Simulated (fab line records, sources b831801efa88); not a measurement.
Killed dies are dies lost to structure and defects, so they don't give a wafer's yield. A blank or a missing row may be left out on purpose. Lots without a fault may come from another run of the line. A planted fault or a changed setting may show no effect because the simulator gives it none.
A struck lot beside a sound one | flow sky130 | 22 steps out of a route of 708
Sound: wafers L394.2, L394.3, L394.4. Struck: wafers L413.3, L413.4, L413.5. The cause comes at the end.
At each step with rows: each side's tool, then ch and its chambers, then its first start. Under that, the readings that differ: sound wafers | struck wafers | difference of the means | sigmas: that difference in standard deviations of wafers without a fault.
alike: readings whose means differ by less than 2 such deviations, and words and numbers that are the same on both sides. not compared: withheld readings, readings that some wafer has no value for, bounds like >300 that may hide the same value, and numbers for which the record gives no deviation and whose values overlap.
The two part at a step that has a row with sigmas, a row that says differs or no value, or rows on one side only. Numbers that don't overlap but have no deviation are shown without sigmas and don't part them. A reading that every wafer of one side lacks parts them only if that side has two wafers or more.

first, 2 steps without rows for these wafers: SKY_RES_PROTECT_DEVELOP_06 (develop time 60 s); SKY_POLY_GATE_IMPLANT_02.
SKY_RES_PROTECT_STRIP_07: strips in O2/N2.
  sound on plasma_asher-03 ch 0,1, day 14 21:46; struck on plasma_asher-03 ch 0,1, day 21 12:45
  reading                      | sound             | struck            | difference | sigmas
  strip_time_to_endpoint_s (s) | 23.37 23.33 23.34 | 23.22 23.26 23.21 | -0.12      | -3
  alike: drypump_motor_current_A, o2_flow_sccm, oes_product_au
  not compared: rf_hours_counter_h
SKY_RES_PROTECT_TW_MEAS_08:
  sound on film_metro-02, day 14 21:53; struck on film_metro-03, day 21 12:50
  alike: POLY_GATE_TW
then, 2 steps without rows for these wafers: SKY_RES_PROTECT_CLEAN_09 (cleans in SC1/SC2, time 150 s); SKY_POLY_GATE_CVD_03 (deposits Si3N4 from DCS/NH3, target thk 75 nm, time 1290 s).
SKY_POLY_GATE_THK_MEAS_04:
  sound on film_metro-02, day 15 00:20; struck on film_metro-04, day 21 14:59
  alike: POLY_GATE_CVD_03_THK
then, 5 steps without rows for these wafers: SKY_POLY_GATE_DEHYDRATE_05 (time 60 s); SKY_POLY_GATE_HMDS_06 (prime time 60 s); SKY_POLY_GATE_COAT_07 (resist thk 110 nm); SKY_POLY_GATE_COAT_08 (resist thk 450 nm); SKY_POLY_GATE_SOFTBAKE_09 (time 90 s).
SKY_POLY_GATE_EXPOSE_10: exposes mask P1M, target cd 150 nm.
  sound on krf_scanner-01 ch 0, day 15 13:34; struck on krf_scanner-02 ch 0, day 22 06:53
  reading | sound             | struck                     | difference | sigmas
  mask    | P1M#0 P1M#0 P1M#0 | P1M_R1#0 P1M_R1#0 P1M_R1#0 | differs    |
then, 2 steps without rows for these wafers: SKY_POLY_GATE_PEB_11; SKY_POLY_GATE_DEVELOP_12 (develop time 60 s).
SKY_POLY_GATE_CD_MEAS_13: target cd 150 nm.
  sound on cd_sem-02, day 16 03:38; struck on cd_sem-01, day 22 21:43
  reading    | sound             | struck            | difference | sigmas
  cd_nm (nm) | 149.6 151.3 152.1 | 172.2 172.5 172.2 | +21.3      | +16
SKY_POLY_GATE_OVL_MEAS_14:
  sound on overlay-01, day 16 03:44; struck on overlay-01, day 22 21:49
  alike: POLY_GATE_OVL
SKY_POLY_GATE_ETCH_15: etches BARC in N2/H2, stops on SiO2, time 118.5 s, target depth 110 nm.
  sound on rie_diel-01 ch 0,2,3, day 16 03:46; struck on rie_diel-03 ch 0,3, day 22 21:50
  reading                    | sound           | struck            | difference | sigmas
  model.POLY_GATE.cd_nm (nm) | 151 155.9 153.8 | 173.8 173.8 172.7 | +19.9      |
  alike: drypump_motor_current_A, oes_product_au, throttle_valve_pct
  not compared: rf_hours_counter_h
SKY_POLY_GATE_ETCH_16: etches Si3N4 in CH3F/O2, stops on poly-Si, time 147.5 s, target depth 75 nm.
  sound on rie_diel-01 ch 0,2,3, day 16 03:51; struck on rie_diel-03 ch 0,3, day 22 21:55
  alike: O2_flow_sccm, drypump_motor_current_A, oes_product_au, throttle_valve_pct
  not compared: rf_hours_counter_h
SKY_POLY_GATE_ETCH_17: etches poly-Si in HBr/Cl2, stops on SiO2, target depth 180 nm, time 70.5 s.
  sound on rie_si-02 ch 0,1,2, day 16 03:57; struck on rie_si-01 ch 0,2,3, day 22 22:01
  reading                    | sound             | struck          | difference | sigmas
  model.POLY_GATE.cd_nm (nm) | 150.5 155.9 151.5 | 175 174.5 171.3 | +21        |
  alike: drypump_motor_current_A, oes_product_au, throttle_valve_pct
  not compared: rf_hours_counter_h
SKY_POLY_GATE_STRIP_18: strips in O2/N2.
  sound on plasma_asher-03 ch 0,1, day 16 04:01; struck on plasma_asher-03 ch 0,1, day 22 22:06
  alike: drypump_motor_current_A, o2_flow_sccm, oes_product_au, strip_time_to_endpoint_s
  not compared: rf_hours_counter_h
-- the record jumps here: 27 days lie between the struck wafers' starts before and after (it left off in module POLY_GATE and takes up again in module PAD_OPEN, whose first step shown is number 708 of the route) --
SKY_PAD_OPEN_PROBE_99:
  sound on prober-01, day 45 15:17; struck on prober-01, day 49 23:56
  reading             | sound      | struck      | difference | sigmas
  killed_at_front_end | 15 15 11   | 82 85 81    | +69        | +15
  killed_dies         | 88 102 101 | 160 146 141 | +52        | +5
  killed_on_rim       | 18 23 21   | 48 47 52    | +28        | +7
  killed_open         | 61 60 56   | 50 44 41    | -14        | -2
  alike: killed_at_M0_to_M3, killed_at_M4_up, killed_at_contacts, killed_at_other, killed_short

WHERE THEY PART
First at SKY_RES_PROTECT_STRIP_07; last, within this record, at SKY_PAD_OPEN_PROBE_99.

WHY: what the simulator had put in
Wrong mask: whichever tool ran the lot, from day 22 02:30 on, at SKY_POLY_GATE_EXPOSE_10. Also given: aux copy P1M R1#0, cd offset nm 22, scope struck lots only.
